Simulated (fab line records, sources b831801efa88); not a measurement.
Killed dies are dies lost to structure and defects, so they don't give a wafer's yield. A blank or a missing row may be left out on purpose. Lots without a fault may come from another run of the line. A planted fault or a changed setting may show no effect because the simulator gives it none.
One fault seen from 2 desks | flow gf180mcu | each desk has only its own numbers; what lay behind them comes last

THE METROLOGY DESK
What the gauges read, lot by lot, whatever tool the lot ran on: means of the sampled wafers that have a number. A lot is out of limits, marked OUT, if its mean lies more than 4 standard deviations from the usual mean; the brackets give that distance.
Columns: A = M4_ALCU_RS at GF_M4_RS_MEAS_05, usual 0.0698 ohm/sq; B = V5_W_RS at GF_V5_RS_MEAS_24, usual 0.328 ohm/sq; C = V5_W_THK at GF_V5_THK_MEAS_25, usual 353 nm; D = cd_nm at GF_TOP_METAL_CD_MEAS_14, usual 440.1 nm
lot  | first seen here | A      | B               | C             | D
L502 | day 22 22:26    | 0.0702 | 0.328           | 351           | 440.7
L503 | day 23 01:17    | 0.0708 | 0.324           | 353           | 439.0
L504 | day 23 11:46    | 0.0700 | 0.328           | 357           | 436.4
L505 | day 23 23:11    | 0.0686 | 0.329           | 353           | 441.9
L506 | day 24 05:46    | 0.0695 | 0.332           | 344           | 438.8
L514 | day 26 15:01    | 0.0703 | 0.454 (+33) OUT | 254 (-18) OUT | 441.6
L515 | day 26 23:11    | 0.0702 | 0.459 (+35) OUT | 254 (-18) OUT | 437.3
L518 | day 27 19:53    | 0.0698 | 0.329           | 355           | 441.2
L520 | day 28 13:18    | 0.0691 | 0.331           | 347           | 437.6
L522 | day 28 22:23    | 0.0697 | 0.332           | 348           | 439.5
L523 | day 29 12:17    | 0.0697 | 0.328           | 355           | 438.8
This desk's finding: out of limits on L514, L515; first on L514, day 30 22:40 (V5_W_RS at GF_V5_RS_MEAS_24). In limits: L502, L503, L504, L505, L506, L518, L520, L522, L523.

THE TOOL OWNER'S DESK: cvd_w-02
The tool's own readings at GF_V5_CVD_23 (deposits W, target thk 350 nm, time 104.9 s): means of the sampled wafers that have a number, for each lot that ran on this tool. A lot is out of limits, marked OUT, if its mean lies more than 4 standard deviations from the usual mean; the brackets give that distance.
Columns: A = heater_power_w at GF_V5_CVD_23, usual 876 W
lot  | first seen here | A
L502 | day 27 14:08    | 848
L503 | day 27 17:02    | 848
L504 | day 28 02:23    | 852
L514 | day 30 22:33    | 857
L515 | day 31 05:41    | 850
This desk's finding: nothing out of limits on any of the 5 lots.

PUT TOGETHER
The metrology desk could have raised an alarm at day 30 22:40, on L514, L515.
The tool owner's desk saw nothing out of limits.
The tool owner's desk has L514, L515 on record, within its limits.
Of the lots named, all ran GF_V5_CVD_23 on cvd_w-02.

WHAT THE SIMULATOR HAD PUT IN
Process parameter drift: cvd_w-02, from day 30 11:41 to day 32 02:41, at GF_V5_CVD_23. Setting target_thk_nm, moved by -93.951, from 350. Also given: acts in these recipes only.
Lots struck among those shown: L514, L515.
Hours from the fault's start to each desk's first reading out of limits: the metrology desk, 11.
